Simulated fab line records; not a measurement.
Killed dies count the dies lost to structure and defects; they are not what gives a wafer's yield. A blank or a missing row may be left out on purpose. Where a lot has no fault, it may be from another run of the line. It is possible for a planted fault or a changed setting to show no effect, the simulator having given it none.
Chamber matching -- flow sky130 -- 3 sister chambers for SKY_PASSIVATION_CVD_02 on pecvd-04
The step deposits Si3N4, target thk 540 nm. 6 wafers are shown with their chamber, then 11 later ones without.

== WAFERS WITH THEIR CHAMBER ==
wafer,chamber,heater power w (W)
L088.1,1,705
L088.4,2,659
L089.1,0,581
L089.5,1,761
L089.6,0,613
L090.1,2,646

== WAFERS WITHOUT THEIR CHAMBER ==
wafer,heater power w (W)
L090.2,629
L090.6,635
L093.1,787
L093.3,641
L093.4,662
L094.1,753
L094.2,687
L094.6,758
L096.1,695
L096.4,721
L096.6,709

== EACH ONE'S CHAMBER ==
wafer,from the rows above,in truth
L090.2,can't be placed: 2 or 0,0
L090.6,can't be placed: 2 or 0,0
L093.1,1,1
L093.3,can't be placed: 2 or 0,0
L093.4,2,2
L094.1,1,1
L094.2,can't be placed: 2 or 1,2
L094.6,1,1
L096.1,can't be placed: 1 or 2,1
L096.4,1,1
L096.6,can't be placed: 1 or 2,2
Correct placement for 5 of the 11. Cannot be placed on the basis of these rows: 6; the candidates contain the true chamber in 6. Number placed wrongly: 0.
How it was worked out, from the rows above alone: a wafer's distance from a chamber is the root of the sum, over the readings, of the square of ((its reading less the chamber's mean) divided by the reading's scatter). If the next closest chamber is less than 2 further off than the closest, the wafer can't be placed; otherwise it belongs to the closest. The mean given for a chamber averages the wafers shown for that chamber. How the scatter is found: for the shown wafers, subtract from each reading the mean of its chamber, square and add these, divide the total by (wafers less chambers), then take the root.
